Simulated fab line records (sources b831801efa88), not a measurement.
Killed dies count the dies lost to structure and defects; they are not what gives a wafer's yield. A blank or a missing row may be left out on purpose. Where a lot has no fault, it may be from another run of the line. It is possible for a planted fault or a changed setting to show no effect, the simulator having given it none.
Chamber matching | flow gf180mcu | pecvd-04 running GF_CONTACT_CVD_02: 3 sister chambers
The step deposits SiO2 from TEOS, target thk 860 nm, time 95.992 s. 16 wafers are shown with their chamber, then 8 later ones without.

== EACH WAFER AND ITS CHAMBER ==
wafer  | chamber | heaterPowerW (W) | rfFwdPowerW (W)
L076.1 | 2       | 709              | 597.3
L076.3 | 1       | 678              | 599.6
L076.6 | 0       | 610              | 596.6
L077.3 | 2       | 807              | 598.7
L077.4 | 2       | 830              | 597.7
L077.5 | 1       | 583              | 595.7
L078.1 | 0       | 556              | 599.2
L078.4 | 2       | 771              | 597.6
L078.6 | 0       | 609              | 596.5
L083.1 | 0       | 700              | 599.4
L083.3 | 2       | 675              | 594.3
L083.6 | 1       | 697              | 597.9
L085.3 | 2       | 821              | 599.0
L085.5 | 0       | 629              | 596.9
L085.6 | 2       | 657              | 597.1
L087.3 | 0       | 680              | 598.1

SIGNATURES (averages over the wafers above)
reading      | chamber 0 | chamber 1 | chamber 2 | scatter within a chamber
heaterPowerW | 630.67    | 652.67    | 752.86    | 63.4
rfFwdPowerW  | 597.783   | 597.733   | 597.386   | 1.53
Rule: distance of a wafer from a chamber = root of the sum over the readings of ((wafer's reading minus chamber's mean) / reading's scatter) squared. The wafer belongs to the nearest chamber; if the next one is less than 2 further off, it can't be placed. The scatter is the square root of a quotient: the sum, over the shown wafers, of each reading's squared deviation from its chamber's mean, divided by wafers minus chambers.

== WAFERS WHOSE CHAMBER IS MISSING ==
wafer  | heaterPowerW (W) | rfFwdPowerW (W)
L087.4 | 560              | 596.7
L087.5 | 838              | 602.1
L089.2 | 768              | 598.8
L089.3 | 684              | 596.1
L089.5 | 554              | 595.1
L092.1 | 660              | 598.6
L092.2 | 581              | 599.2
L092.5 | 534              | 596.7

== WHICH CHAMBER EACH ONE RAN IN ==
wafer  | from the rows above          | in truth
L087.4 | can't be placed: 0 or 1 or 2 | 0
L087.5 | can't be placed: 2 or 1 or 0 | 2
L089.2 | can't be placed: 2 or 1 or 0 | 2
L089.3 | can't be placed: 1 or 2 or 0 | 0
L089.5 | can't be placed: 0 or 1 or 2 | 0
L092.1 | can't be placed: 1 or 0 or 2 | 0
L092.2 | can't be placed: 0 or 1 or 2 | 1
L092.5 | can't be placed: 0 or 1 or 2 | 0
0 of 8 placed correctly. Unplaceable from these rows: 8, with the true chamber sitting among the candidates in 8. 0 placed wrongly.
